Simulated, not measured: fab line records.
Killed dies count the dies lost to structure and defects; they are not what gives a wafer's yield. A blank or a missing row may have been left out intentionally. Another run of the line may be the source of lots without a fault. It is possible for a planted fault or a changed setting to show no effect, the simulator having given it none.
Which tool is to blame? | flow gf180mcu | Sampling: 11 lots, 31 wafers, 5 of 602 route steps

== WHAT THE GAUGES READ, wafer by wafer ==
GF_MIM_RS_MEAS_10: uses a four-point probe to measure.
lot  | measured     | on            | MIM_ALCU_RS (ohm/sq)
L187 | day 24 10:37 | film metro-04 | 0.1630 0.1621 0.1602
L189 | day 25 08:29 | film metro-02 | 0.1602 0.1615 0.1603
L192 | day 26 10:46 | film metro-04 | 0.1577 0.1601 0.1592
L193 | day 26 18:22 | film metro-04 | 0.1558 0.1591 0.1573
L195 | day 27 13:26 | film metro-04 | 0.1592 0.1584 0.1577
L196 | day 27 16:28 | film metro-04 | 0.1589 0.1606 0.1613
L203 | day 29 23:38 | film metro-04 | 0.1614 0.2078
L205 | day 30 17:41 | film metro-02 | 0.1610 0.2064
L208 | day 31 07:29 | film metro-02 | 0.1591 0.1613 0.1606
L209 | day 31 10:21 | film metro-04 | 0.1585 0.1596 0.1586
L210 | day 31 20:11 | film metro-02 | 0.1604 0.1613 0.1576

== EACH LOT AND THE TOOL THAT RAN IT (in order: tool; ch and the chambers of the sampled wafers; start) ==
lot  | GF_V4_SPUTTER_22             | GF_MIM_SPUTTER_01            | GF_MIM_CVD_05                   | GF_MIM_SPUTTER_08
L187 | pvd sputter-02, day 24 09:32 | pvd sputter-01, day 24 10:16 | pecvd-02 ch 0,1,2, day 24 10:23 | pvd sputter-02, day 24 10:32
L189 | pvd sputter-03, day 25 07:26 | pvd sputter-01, day 25 08:10 | pecvd-01 ch 0,2, day 25 08:17   | pvd sputter-02, day 25 08:25
L192 | pvd sputter-02, day 26 09:43 | pvd sputter-04, day 26 10:26 | pecvd-04 ch 1,2, day 26 10:34   | pvd sputter-01, day 26 10:42
L193 | pvd sputter-03, day 26 17:18 | pvd sputter-01, day 26 18:02 | pecvd-01 ch 0,2, day 26 18:09   | pvd sputter-04, day 26 18:17
L195 | pvd sputter-02, day 27 12:23 | pvd sputter-01, day 27 13:07 | pecvd-04 ch 0,1,2, day 27 13:14 | pvd sputter-04, day 27 13:22
L196 | pvd sputter-01, day 27 15:23 | pvd sputter-04, day 27 16:07 | pecvd-01 ch 0,2, day 27 16:14   | pvd sputter-02, day 27 16:22
L203 | pvd sputter-02, day 29 22:31 | pvd sputter-01, day 29 23:15 | pecvd-04 ch 0,1, day 29 23:22   | pvd sputter-02, day 29 23:31
L205 | pvd sputter-03, day 30 16:35 | pvd sputter-02, day 30 17:20 | pecvd-04 ch 2, day 30 17:28     | pvd sputter-02, day 30 17:36
L208 | pvd sputter-02, day 31 06:23 | pvd sputter-01, day 31 07:07 | pecvd-01 ch 0,1, day 31 07:16   | pvd sputter-04, day 31 07:23
L209 | pvd sputter-01, day 31 09:18 | pvd sputter-04, day 31 10:02 | pecvd-04 ch 0,1, day 31 10:10   | pvd sputter-01, day 31 10:17
L210 | pvd sputter-03, day 31 19:07 | pvd sputter-02, day 31 19:52 | pecvd-04 ch 1,2, day 31 19:59   | pvd sputter-01, day 31 20:08
- GF_V4_SPUTTER_22: material TiN, target thk 10 nm, time 40 s.
- GF_MIM_SPUTTER_01: material TiN, target thk 30 nm, time 25 s.
- GF_MIM_CVD_05: deposits Si3N4, target thk 42 nm, time 29.086 s.
- GF_MIM_SPUTTER_08: material AlCu, target thk 200 nm, time 10.6 s.

== THE ANSWER, worked out from the rows above alone ==
Rule: the usual values come from the lots themselves. The widest of any qualifying gaps counts: lots, ordered by their means at a reading, are off when they make up no more than a third of the lots, leave a main group of 4 or more, and stand apart from it by 3 or more times the standard deviation of that group's means. A main group whose means are all the same, to the digits that the tables above print for the reading, isn't used. Also off: a lot with no number at a reading for which 4 or more lots have one. Where the step has rows for the other lots, those lots are counted as sound.
Off: at GF_MIM_RS_MEAS_10 (MIM_ALCU_RS), L203, L205. The main group: mean 0.1596 ohm/sq, standard deviation 0.0012.
A tool fits if, at a process step before that reading, it ran every lot that is off, and no sound lot after the first of them. Those tools and the gauges at GF_MIM_RS_MEAS_10 are tried in the same way. One candidate fits, namely pvd sputter-02 at GF_MIM_SPUTTER_08. A fault onset in the window from L196 (day 27 16:22, its last sound lot) to L203 (day 29 23:31, its first lot off) fits.

== WHAT WAS PUT IN BY THE SIMULATOR ==
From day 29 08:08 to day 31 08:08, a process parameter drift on pvd sputter-02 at GF_MIM_SPUTTER_08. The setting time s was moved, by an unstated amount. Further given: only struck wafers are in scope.
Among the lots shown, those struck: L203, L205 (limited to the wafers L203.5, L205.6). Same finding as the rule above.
